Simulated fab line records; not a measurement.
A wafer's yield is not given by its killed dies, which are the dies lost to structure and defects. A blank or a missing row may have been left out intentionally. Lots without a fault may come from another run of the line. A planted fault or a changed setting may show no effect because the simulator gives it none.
Chamber matching	flow sky130	4 sister chambers for SKY_VIA3_ETCH_14 on rie diel-02
The step etches BARC in N2/H2, stops on SiO2, time 45.9 s, target depth 60 nm. 8 wafers are shown with their chamber, then 7 later ones without.

## EACH WAFER AND ITS CHAMBER
wafer	chamber	drypump motor current A (A)	throttle valve pct (%)
L076.3	2	6.04	13.219
L076.6	1	5.91	13.219
L080.5	0	6.04	13.206
L082.1	0	6.03	13.227
L082.2	1	5.92	13.225
L082.3	3	5.96	13.242
L084.2	2	6.05	13.214
L084.5	3	6.02	13.226

## WAFERS MISSING THEIR CHAMBER
wafer	drypump motor current A (A)	throttle valve pct (%)
L084.6	6.04	13.213
L086.2	5.90	13.213
L086.4	6.03	13.224
L086.5	6.08	13.236
L088.2	6.05	13.241
L088.3	6.06	13.225
L088.6	5.98	13.220

## THE CHAMBER EACH PASSED THROUGH
wafer	from the rows above	in truth
L084.6	can't be placed: 0 or 2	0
L086.2	1	1
L086.4	can't be placed: 0 or 2 or 3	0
L086.5	can't be placed: 2 or 0 or 3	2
L088.2	can't be placed: 2 or 0 or 3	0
L088.3	can't be placed: 2 or 0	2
L088.6	can't be placed: 3 or 0 or 1 or 2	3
Placed correctly: 1 of 7. Can't be placed from these rows: 6 (the true chamber is among the candidates in 6). Number placed wrongly: 0.
How it was worked out, from the rows above alone: a wafer's distance from a chamber is the root of the sum, over the readings, of the square of ((its reading less the chamber's mean) divided by the reading's scatter). If the next closest chamber is less than 2 further off than the closest, the wafer can't be placed; otherwise it belongs to the closest. A chamber's mean is the mean of its shown wafers. How the scatter is found: for the shown wafers, subtract from each reading the mean of its chamber, square and add these, divide the total by (wafers less chambers), then take the root.
